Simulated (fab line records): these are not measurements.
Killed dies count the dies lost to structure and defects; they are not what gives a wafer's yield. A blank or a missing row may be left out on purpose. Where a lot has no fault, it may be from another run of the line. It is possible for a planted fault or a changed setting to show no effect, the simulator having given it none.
Matching of chambers    flow gf180mcu    GF_V1_CMP_26 on cmp-01 has 4 sister chambers
The step polishes, stops on SiO2, t overpolish 15 s, target thk 0 nm. 8 wafers are shown with their chamber, then 7 later ones without.

== WAFERS PAIRED WITH THEIR CHAMBERS ==
wafer   chamber  motor_current_A (A)  overpolish_run_s (s)
L853.4  1        11.4                 14.997
L855.5  0        10.7                 14.986
L858.6  0        10.9                 15.002
L861.1  1        10.8                 15.005
L861.2  2        11.7                 14.994
L861.6  3        10.1                 15.003
L862.1  2        11.2                 14.989
L862.3  3        10.1                 15.005

== WAFERS WITHOUT THEIR CHAMBER ==
wafer   motor_current_A (A)  overpolish_run_s (s)
L862.6  11.1                 15.016
L863.1  9.6                  14.995
L863.4  10.3                 15.003
L863.6  11.9                 14.984
L870.1  10.6                 15.006
L870.2  9.5                  14.997
L870.6  10.6                 15.001

== EACH ONE'S CHAMBER ==
wafer   from the rows above                in truth
L862.6  can't be placed: 1 or 0 or 2 or 3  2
L863.1  can't be placed: 3 or 0            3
L863.4  can't be placed: 3 or 0            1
L863.6  can't be placed: 2 or 1            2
L870.1  can't be placed: 3 or 1 or 0 or 2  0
L870.2  3                                  3
L870.6  can't be placed: 0 or 1 or 3       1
Placed correctly: 1 of 7. Not placeable from these rows: 6 (in 5, the candidates include the true chamber). Placed wrongly: 0.
How it was worked out, from the rows above alone: a wafer's distance from a chamber is the root of the sum, over the readings, of the square of ((its reading less the chamber's mean) divided by the reading's scatter). If the next closest chamber is less than 2 further off than the closest, the wafer can't be placed; otherwise it belongs to the closest. A chamber's mean is the mean of its shown wafers. The scatter: take each reading less its chamber's mean, square it, sum over the shown wafers, divide by the number of wafers less the number of chambers, and take the root.
